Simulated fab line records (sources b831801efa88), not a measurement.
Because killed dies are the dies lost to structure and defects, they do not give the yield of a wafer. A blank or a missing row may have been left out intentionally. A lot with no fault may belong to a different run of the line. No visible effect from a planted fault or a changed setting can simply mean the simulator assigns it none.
Split-lot experiment || flow sky130 || on a route of 708 steps: 5 lots, 23 wafers read

## SPLIT DETAILS
At SKY_NWELL_COAT_05 (resist thk 3000 nm), the setting spinRpm was moved away from the recipe's 2000 rpm on 5 of the 23 wafers read, by -5.0% to -3.7%. This setting was run at the recipe's value on the other wafers.

The reading is taken at the split's own step.

## THE READING
coat_of_NWELL_COAT_05.thkNm (the simulator's own value, which no gauge read), in nm, at SKY_NWELL_COAT_05 (resist thk 3000 nm). There is no usual value for it anywhere in the file. Average 3004 nm, standard deviation 12 nm, over the 18 wafers here run with the recipe.

{"wafer": "L074.1", "tool, chamber at the split": "lithoTrack-02, 0", "spinRpm as run, rpm": 2000, "against the recipe": "recipe", "coat_of_NWELL_COAT_05.thkNm, nm": 3021, "against lot-mates on the recipe": "-"}
{"wafer": "L074.2", "tool, chamber at the split": "lithoTrack-02, 0", "spinRpm as run, rpm": 2000, "against the recipe": "recipe", "coat_of_NWELL_COAT_05.thkNm, nm": 3022, "against lot-mates on the recipe": "-"}
{"wafer": "L074.4", "tool, chamber at the split": "lithoTrack-02, 0", "spinRpm as run, rpm": 2000, "against the recipe": "recipe", "coat_of_NWELL_COAT_05.thkNm, nm": 3022, "against lot-mates on the recipe": "-"}
{"wafer": "L074.5", "tool, chamber at the split": "lithoTrack-02, 0", "spinRpm as run, rpm": 2000, "against the recipe": "recipe", "coat_of_NWELL_COAT_05.thkNm, nm": 3022, "against lot-mates on the recipe": "-"}
{"wafer": "L074.3", "tool, chamber at the split": "lithoTrack-02, 0", "spinRpm as run, rpm": 2000, "against the recipe": "recipe", "coat_of_NWELL_COAT_05.thkNm, nm": 3019, "against lot-mates on the recipe": "-"}
{"wafer": "L075.1", "tool, chamber at the split": "lithoTrack-04, 0", "spinRpm as run, rpm": 2000, "against the recipe": "recipe", "coat_of_NWELL_COAT_05.thkNm, nm": 3007, "against lot-mates on the recipe": "-"}
{"wafer": "L075.2", "tool, chamber at the split": "lithoTrack-04, 0", "spinRpm as run, rpm": 2000, "against the recipe": "recipe", "coat_of_NWELL_COAT_05.thkNm, nm": 3013, "against lot-mates on the recipe": "-"}
{"wafer": "L075.3", "tool, chamber at the split": "lithoTrack-04, 0", "spinRpm as run, rpm": 2000, "against the recipe": "recipe", "coat_of_NWELL_COAT_05.thkNm, nm": 2998, "against lot-mates on the recipe": "-"}
{"wafer": "L075.4", "tool, chamber at the split": "lithoTrack-04, 0", "spinRpm as run, rpm": 2000, "against the recipe": "recipe", "coat_of_NWELL_COAT_05.thkNm, nm": 3002, "against lot-mates on the recipe": "-"}
{"wafer": "L075.5", "tool, chamber at the split": "lithoTrack-04, 0", "spinRpm as run, rpm": 2000, "against the recipe": "recipe", "coat_of_NWELL_COAT_05.thkNm, nm": 3000, "against lot-mates on the recipe": "-"}
{"wafer": "L077.1", "tool, chamber at the split": "lithoTrack-03, 0", "spinRpm as run, rpm": 1926, "against the recipe": "-3.7%", "coat_of_NWELL_COAT_05.thkNm, nm": 3053, "against lot-mates on the recipe": "+66"}
{"wafer": "L077.2", "tool, chamber at the split": "lithoTrack-03, 0", "spinRpm as run, rpm": 2000, "against the recipe": "recipe", "coat_of_NWELL_COAT_05.thkNm, nm": 2990, "against lot-mates on the recipe": "-"}
{"wafer": "L077.3", "tool, chamber at the split": "lithoTrack-03, 0", "spinRpm as run, rpm": 2000, "against the recipe": "recipe", "coat_of_NWELL_COAT_05.thkNm, nm": 2983, "against lot-mates on the recipe": "-"}
{"wafer": "L077.5", "tool, chamber at the split": "lithoTrack-03, 0", "spinRpm as run, rpm": 1926, "against the recipe": "-3.7%", "coat_of_NWELL_COAT_05.thkNm, nm": 3045, "against lot-mates on the recipe": "+58"}
{"wafer": "L077.6", "tool, chamber at the split": "lithoTrack-03, 0", "spinRpm as run, rpm": 2000, "against the recipe": "recipe", "coat_of_NWELL_COAT_05.thkNm, nm": 2988, "against lot-mates on the recipe": "-"}
{"wafer": "L078.3", "tool, chamber at the split": "lithoTrack-02, 0", "spinRpm as run, rpm": 2000, "against the recipe": "recipe", "coat_of_NWELL_COAT_05.thkNm, nm": 2992, "against lot-mates on the recipe": "-"}
{"wafer": "L078.4", "tool, chamber at the split": "lithoTrack-02, 0", "spinRpm as run, rpm": 2000, "against the recipe": "recipe", "coat_of_NWELL_COAT_05.thkNm, nm": 2998, "against lot-mates on the recipe": "-"}
{"wafer": "L078.5", "tool, chamber at the split": "lithoTrack-02, 0", "spinRpm as run, rpm": 2000, "against the recipe": "recipe", "coat_of_NWELL_COAT_05.thkNm, nm": 3002, "against lot-mates on the recipe": "-"}
{"wafer": "L080.1", "tool, chamber at the split": "lithoTrack-04, 0", "spinRpm as run, rpm": 1900, "against the recipe": "-5.0%", "coat_of_NWELL_COAT_05.thkNm, nm": 3075, "against lot-mates on the recipe": "+76"}
{"wafer": "L080.2", "tool, chamber at the split": "lithoTrack-04, 0", "spinRpm as run, rpm": 1900, "against the recipe": "-5.0%", "coat_of_NWELL_COAT_05.thkNm, nm": 3077, "against lot-mates on the recipe": "+78"}
{"wafer": "L080.3", "tool, chamber at the split": "lithoTrack-04, 0", "spinRpm as run, rpm": 1900, "against the recipe": "-5.0%", "coat_of_NWELL_COAT_05.thkNm, nm": 3069, "against lot-mates on the recipe": "+70"}
{"wafer": "L080.4", "tool, chamber at the split": "lithoTrack-04, 0", "spinRpm as run, rpm": 2000, "against the recipe": "recipe", "coat_of_NWELL_COAT_05.thkNm, nm": 3003, "against lot-mates on the recipe": "-"}
{"wafer": "L080.5", "tool, chamber at the split": "lithoTrack-04, 0", "spinRpm as run, rpm": 2000, "against the recipe": "recipe", "coat_of_NWELL_COAT_05.thkNm, nm": 2995, "against lot-mates on the recipe": "-"}

THE FIT
A straight line over all 23 wafers: coat_of_NWELL_COAT_05.thkNm changes by -13.4 nm for each +1% of spinRpm; r = -0.91; the points scatter about the line by 12 nm.
The same after taking each lot's own level away (the mean of its wafers on the recipe; 23 wafers): -15.4 nm for each +1%; r = -0.99; scatter 4.3 nm.
That fit puts the effect of the largest move of spinRpm on the reading at 77 nm.
From 2987.0 to 3021.2 nm: that is the span of the lots' own levels, equal to 2.7 times the standard deviation above.
Thus the slope moves with the lot-to-lot level: the two fits are different.
Check: +77.4 nm against its lot-mates is what the line predicts for one of the wafers moved furthest among these (-5.0%) when that wafer is left out of the fit. Against them it came out at +76 nm.

## THE OTHER SPLITS THESE WAFERS WENT THROUGH
Other splits were also applied to these wafers ahead of the reading. Each is held against what the fit with the lots' levels taken away leaves over:
{"other split on the same wafers": "SKY_FIELD_ISO_OXIDATION_01 tempC", "wafers away from the commonest value": 15, "r with coat_of_NWELL_COAT_05.thkNm (lot level and that fit taken away)": -0.10}
{"other split on the same wafers": "SKY_FIELD_ISO_COAT_08 spinRpm", "wafers away from the commonest value": 12, "r with coat_of_NWELL_COAT_05.thkNm (lot level and that fit taken away)": "+0.05"}
{"other split on the same wafers": "SKY_FIELD_ISO_OXIDATION_22 oxTimeS", "wafers away from the commonest value": 15, "r with coat_of_NWELL_COAT_05.thkNm (lot level and that fit taken away)": "+0.15"}
{"other split on the same wafers": "SKY_NWELL_OXIDATION_01 oxTimeS", "wafers away from the commonest value": 18, "r with coat_of_NWELL_COAT_05.thkNm (lot level and that fit taken away)": "+0.05"}
{"other split on the same wafers": "SKY_DNWELL_COAT_02 resistThkNm", "wafers away from the commonest value": 8, "r with coat_of_NWELL_COAT_05.thkNm (lot level and that fit taken away)": "+0.26"}

## THE WHOLE CHAIN: every reading that the file lists as answering this split, in the file's order
{"step": "SKY_NWELL_COAT_05", "what it does": "resist thk 3000 nm", "reading": "coat_of_NWELL_COAT_05.thkNm (the simulator's own value, which no gauge read)", "change (the file's fit)": "-15.6 nm for each +1% of the setting", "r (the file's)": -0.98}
{"step": "SKY_NWELL_STRIP_14", "what it does": "strips in O2/N2", "reading": "stripTimeToEndpointS", "change (the file's fit)": "withheld for each +1% of the setting", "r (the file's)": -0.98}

## FILE'S OWN FIT
coat_of_NWELL_COAT_05.thkNm changes by -15.6 nm for each +1% of spinRpm, r = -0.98.
